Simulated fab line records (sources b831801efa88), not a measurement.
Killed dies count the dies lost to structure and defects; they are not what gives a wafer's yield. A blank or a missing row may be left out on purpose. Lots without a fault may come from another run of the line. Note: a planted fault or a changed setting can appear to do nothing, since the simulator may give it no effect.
Matching of chambers :: flow sky130 :: 4 sister chambers for SKY_VIA2_CMP_24 on cmp-01
The step polishes, stops on SiO2, t overpolish 20 s, target thk 0 nm. 16 wafers are shown with their chamber, then 8 later ones without.

## EACH WAFER AND ITS CHAMBER
wafer: L636.1
chamber: 0
time to endpoint s (s): 106
motor current A (A): 11.3
edge zone pressure frac: 0.989

wafer: L636.2
chamber: 2
time to endpoint s (s): 107
motor current A (A): 11.8
edge zone pressure frac: 1.007

wafer: L636.3
chamber: 3
time to endpoint s (s): 101
motor current A (A): 11.9
edge zone pressure frac: 1.001

wafer: L637.1
chamber: 2
time to endpoint s (s): 106
motor current A (A): 11.7
edge zone pressure frac: 0.999

wafer: L637.2
chamber: 0
time to endpoint s (s): 105
motor current A (A): 11.4
edge zone pressure frac: 1.001

wafer: L637.6
chamber: 2
time to endpoint s (s): 107
motor current A (A): 12.5
edge zone pressure frac: 0.996

wafer: L641.3
chamber: 3
time to endpoint s (s): 107
motor current A (A): 11.4
edge zone pressure frac: 1.005

wafer: L641.4
chamber: 2
time to endpoint s (s): 103
motor current A (A): 12.0
edge zone pressure frac: 0.998

wafer: L641.6
chamber: 2
time to endpoint s (s): 105
motor current A (A): 11.7
edge zone pressure frac: 1.007

wafer: L642.3
chamber: 1
time to endpoint s (s): 96
motor current A (A): 12.4
edge zone pressure frac: 1.002

wafer: L642.5
chamber: 1
time to endpoint s (s): 98
motor current A (A): 11.6
edge zone pressure frac: 0.997

wafer: L642.6
chamber: 0
time to endpoint s (s): 109
motor current A (A): 11.1
edge zone pressure frac: 0.993

wafer: L643.2
chamber: 1
time to endpoint s (s): 91
motor current A (A): 11.3
edge zone pressure frac: 1.005

wafer: L643.3
chamber: 0
time to endpoint s (s): 101
motor current A (A): 11.0
edge zone pressure frac: 1.004

wafer: L643.5
chamber: 1
time to endpoint s (s): 96
motor current A (A): 12.3
edge zone pressure frac: 0.997

wafer: L647.1
chamber: 0
time to endpoint s (s): 112
motor current A (A): 10.9
edge zone pressure frac: 0.984

SIGNATURES (averages over the wafers above)
reading: time to endpoint s
chamber 0: 106.60
chamber 1: 95.25
chamber 2: 105.60
chamber 3: 104.00
scatter within a chamber: 3.23

reading: motor current A
chamber 0: 11.140
chamber 1: 11.900
chamber 2: 11.940
chamber 3: 11.650
scatter within a chamber: 0.366

reading: edge zone pressure frac
chamber 0: 0.99420
chamber 1: 1.00025
chamber 2: 1.00140
chamber 3: 1.00300
scatter within a chamber: 0.00605
Rule: a wafer lies at a distance from a chamber equal to the root of the sum of squares, over the readings, of (its reading less the chamber's mean, divided by the reading's scatter). The wafer belongs to the nearest chamber; if the next one is less than 2 further off, it can't be placed. The scatter is the square root of a quotient: the sum, over the shown wafers, of each reading's squared deviation from its chamber's mean, divided by wafers minus chambers.

## WAFERS WITHOUT THEIR CHAMBER
wafer: L647.4
time to endpoint s (s): 97
motor current A (A): 12.0
edge zone pressure frac: 0.992

wafer: L647.6
time to endpoint s (s): 111
motor current A (A): 11.2
edge zone pressure frac: 0.999

wafer: L648.2
time to endpoint s (s): 108
motor current A (A): 10.6
edge zone pressure frac: 1.006

wafer: L648.3
time to endpoint s (s): 106
motor current A (A): 12.2
edge zone pressure frac: 1.006

wafer: L648.4
time to endpoint s (s): 97
motor current A (A): 11.8
edge zone pressure frac: 0.998

wafer: L653.3
time to endpoint s (s): 105
motor current A (A): 10.7
edge zone pressure frac: 0.990

wafer: L653.5
time to endpoint s (s): 105
motor current A (A): 11.5
edge zone pressure frac: 0.989

wafer: L653.6
time to endpoint s (s): 105
motor current A (A): 11.7
edge zone pressure frac: 1.005

## THE CHAMBER EACH PASSED THROUGH
wafer: L647.4
from the rows above: can't be placed: 1 or 3 or 2
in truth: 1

wafer: L647.6
from the rows above: can't be placed: 0 or 3 or 2
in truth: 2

wafer: L648.2
from the rows above: can't be placed: 0 or 3 or 2
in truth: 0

wafer: L648.3
from the rows above: can't be placed: 2 or 3
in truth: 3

wafer: L648.4
from the rows above: can't be placed: 1 or 3
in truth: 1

wafer: L653.3
from the rows above: can't be placed: 0 or 3
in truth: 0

wafer: L653.5
from the rows above: can't be placed: 0 or 3 or 2
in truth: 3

wafer: L653.6
from the rows above: can't be placed: 3 or 2 or 0
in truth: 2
Correctly placed: 0 of 8. Unplaceable from these rows: 8, with the true chamber sitting among the candidates in 8. Placed wrongly: 0.
